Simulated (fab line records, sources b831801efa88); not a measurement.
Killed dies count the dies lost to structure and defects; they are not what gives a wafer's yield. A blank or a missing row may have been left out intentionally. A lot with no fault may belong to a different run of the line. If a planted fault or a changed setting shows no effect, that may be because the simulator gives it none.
Chamber matching ; flow sky130 ; SKY_CONTACT_CVD_00 on pecvd-04: 3 sister chambers
The step deposits Si3N4, target thk 75 nm. 6 wafers are shown with their chamber, then 7 later ones without.

## WAFERS PAIRED WITH THEIR CHAMBERS
wafer;chamber;heater-power-w (W)
L080.3;1;691
L080.5;0;688
L082.4;0;696
L082.5;2;731
L086.1;1;789
L086.3;2;771

## WAFERS WITHOUT THEIR CHAMBER
wafer;heater-power-w (W)
L086.4;802
L091.2;756
L091.5;681
L091.6;815
L095.1;705
L095.2;673
L095.5;677

## EACH ONE'S CHAMBER
wafer;from the rows above;in truth
L086.4;can't be placed: 2 or 1 or 0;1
L091.2;can't be placed: 2 or 1 or 0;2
L091.5;can't be placed: 0 or 1 or 2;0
L091.6;can't be placed: 2 or 1 or 0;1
L095.1;can't be placed: 0 or 1 or 2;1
L095.2;can't be placed: 0 or 1 or 2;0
L095.5;can't be placed: 0 or 1 or 2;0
Correct placement for 0 of the 7. Cannot be placed on the basis of these rows: 7; the candidates contain the true chamber in 7. Placed wrongly: 0.
How it was worked out, from the rows above alone: a wafer's distance from a chamber is the root of the sum, over the readings, of the square of ((its reading less the chamber's mean) divided by the reading's scatter). If the next closest chamber is less than 2 further off than the closest, the wafer can't be placed; otherwise it belongs to the closest. A chamber's mean is the mean of its shown wafers. The scatter: take each reading less its chamber's mean, square it, sum over the shown wafers, divide by the number of wafers less the number of chambers, and take the root.
